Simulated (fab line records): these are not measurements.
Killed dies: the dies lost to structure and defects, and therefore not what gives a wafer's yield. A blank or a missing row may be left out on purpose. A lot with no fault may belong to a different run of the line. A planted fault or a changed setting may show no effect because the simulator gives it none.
A struck lot beside a sound one + flow sfq line + 25 out of 325 route steps
Sound: wafers L753.2, L753.3, L753.4. Struck: wafer L767.6. (L767.4 of the same lot was not struck and is left out.) The cause comes at the end.
Order at every step that has rows: each side's tool, ch and its chambers, its first start. Under that, the readings that differ: sound wafers + struck wafers + difference of the means + sigmas: that difference in standard deviations of wafers without a fault.
alike: readings whose means differ by less than 2 such deviations, and words and numbers that are the same on both sides. not compared: withheld readings, readings that some wafer has no value for, bounds like >300 that may hide the same value, and numbers for which the record gives no deviation and whose values overlap.
Wherever a step has rows on one side only, a row that says differs or no value, or a row with sigmas, the two part there. Non-overlapping numbers with no deviation appear without sigmas and do not part them. A reading that every wafer of one side lacks parts them only if that side has two wafers or more.

first, 6 steps without rows for these wafers: SFQ_TRILAYER_M7_LITHO_COAT_182 (resist thk 62 nm); SFQ_TRILAYER_M7_LITHO_COAT_177 (resist thk 600 nm); SFQ_TRILAYER_M7_LITHO_SOFTBAKE_181; SFQ_TRILAYER_M7_LITHO_EXPOSE_178 (exposes mask M7, target cd 500 nm); SFQ_TRILAYER_M7_LITHO_PEB_180 (peb time 60 s); SFQ_TRILAYER_M7_LITHO_DEVELOP_179 (time 60 s).
SFQ_M7_OVL_MEAS_945:
  sound on overlay-02, day 73 14:35; struck on overlay-01, day 78 22:31
  alike: M7_OVL
SFQ_TRILAYER_M7_BARC_OPEN_METAL_ETCH_229: etches BARC in O2, target depth 125 nm, time 41.7 s.
  sound on rie metal-04 ch 0,1, day 73 14:37; struck on rie metal-01 ch 1, day 78 22:33
| reading                     | sound       | struck | difference | sigmas |
|-----------------------------|-------------|--------|------------|--------|
| drypump motor current A (A) | 5.5 5.5 5.2 | 6.1    | +0.7       | +2     |
  alike: oes product au
  not compared: rf hours counter h
then, 1 step without rows for these wafers: SFQ_TRILAYER_M7_ETCH_METAL_ETCH_180 (etches Nb in Cl2/Ar, stops on SiO2, target depth 240 nm, time 120 s).
SFQ_TRILAYER_M7_STRIP_STRIP_181: strips in O2.
  sound on rie metal-04 ch 0,1, day 73 14:47; struck on rie metal-01 ch 1, day 78 22:55
| reading                     | sound       | struck | difference | sigmas |
|-----------------------------|-------------|--------|------------|--------|
| drypump motor current A (A) | 5.5 5.5 5.2 | 6.1    | +0.7       | +2     |
  alike: oes product au
  not compared: rf hours counter h
then, 1 step without rows for these wafers: SFQ_TRILAYER_M7_STRIP_SOLV_CLEAN_182 (cleans in NMP, time 600 s).
SFQ_TRILAYER_I7_DEP_PECVD_183: deposits SiO2 from SiH4/N2O, time 111.11 s, target thk 500 nm.
  sound on pecvd-02 ch 0,2, day 73 15:34; struck on pecvd-02 ch 0, day 78 23:34
  alike: heater power w, showerhead vpp V, throttle valve pct
SFQ_TRILAYER_I7_CMP_CMP_184: polishes SiO2.
  sound on cmp-02 ch 1,2,3, day 73 15:39; struck on cmp-01 ch 0, day 79 02:06
| reading                                             | sound             | struck | difference | sigmas |
|-----------------------------------------------------|-------------------|--------|------------|--------|
| time to endpoint s (s)                              | 215 210 221       | 175    | -40        | -5     |
| model.SiO2_of_TRILAYER_I7_DEP_PECVD_183.thk nm (nm) | 199.3 198.1 200.4 | 248.7  | +49.4      |        |
  alike: motor current A
SFQ_I7_BOW_MEAS_946:
  sound on film metro-01, day 73 18:40; struck on film metro-03, day 79 02:40
  alike: I7_BOW
SFQ_TRILAYER_I7_METRO_MEASURE_185:
  sound on film metro-01, day 73 18:58; struck on film metro-03, day 79 03:19
| reading     | sound             | struck | difference | sigmas |
|-------------|-------------------|--------|------------|--------|
| thk nm (nm) | 199.2 198.1 200.3 | 248.6  | +49.4      | +38    |
then, 6 steps without rows for these wafers: SFQ_TRILAYER_I7_VIA_LITHO_COAT_192 (resist thk 62 nm); SFQ_TRILAYER_I7_VIA_LITHO_COAT_187 (resist thk 650 nm); SFQ_TRILAYER_I7_VIA_LITHO_SOFTBAKE_191; SFQ_TRILAYER_I7_VIA_LITHO_EXPOSE_188 (exposes mask I7, target cd 1000 nm); SFQ_TRILAYER_I7_VIA_LITHO_PEB_190 (peb time 60 s); SFQ_TRILAYER_I7_VIA_LITHO_DEVELOP_189 (time 60 s).
-- the record jumps here: 4 days lie between the struck wafers' starts before and after --
SFQ_I7_OVL_MEAS_947:
  sound on overlay-01, day 74 01:10; struck on overlay-01, day 82 15:41
  alike: I7_OVL
SFQ_TRILAYER_I7_VIA_BARC_OPEN_VIA_ETCH_260: etches BARC in O2, target depth 125 nm, time 41.7 s.
  sound on rie diel-04 ch 0,2,3, day 74 01:11; struck on rie diel-03 ch 1, day 82 15:43
| reading                     | sound       | struck | difference | sigmas |
|-----------------------------|-------------|--------|------------|--------|
| drypump motor current A (A) | 5.6 5.1 6.1 | 6.8    | +1.2       | +2     |
  alike: oes product au
  not compared: rf hours counter h
SFQ_TRILAYER_I7_VIA_ETCH_VIA_ETCH_190: etches SiO2 in CHF3, stops on Nb, target depth 260 nm.
  sound on rie diel-04 ch 0,2,3, day 74 01:14; struck on rie diel-03 ch 1, day 82 15:45
| reading                        | sound             | struck | difference | sigmas |
|--------------------------------|-------------------|--------|------------|--------|
| drypump motor current A (A)    | 5.6 5.1 6.1       | 6.7    | +1.1       | +2     |
| oes product au (a.u.)          | 0.857 0.840 0.850 | 0.967  | +0.118     | +23    |
| model.etch.depth nm (nm)       | 199.3 198.1 200.4 | 248.7  | +49.4      |        |
| model.I7.feature depth nm (nm) | 199.3 198.1 200.4 | 248.7  | +49.4      |        |
SFQ_TRILAYER_I7_VIA_STRIP_STRIP_191: strips in O2.
  sound on rie metal-02 ch 0,1, day 74 01:21; struck on rie metal-03 ch 0, day 82 16:04
| reading                     | sound          | struck | difference | sigmas |
|-----------------------------|----------------|--------|------------|--------|
| drypump motor current A (A) | 5.64 5.86 5.66 | 5.01   | -0.71      | -2     |
  alike: oes product au
  not compared: rf hours counter h

== WHERE THEY PART ==
Earliest at SFQ_TRILAYER_M7_BARC_OPEN_METAL_ETCH_229; latest, in this record, at SFQ_TRILAYER_I7_VIA_STRIP_STRIP_191.

WHY: the cause the simulator had injected
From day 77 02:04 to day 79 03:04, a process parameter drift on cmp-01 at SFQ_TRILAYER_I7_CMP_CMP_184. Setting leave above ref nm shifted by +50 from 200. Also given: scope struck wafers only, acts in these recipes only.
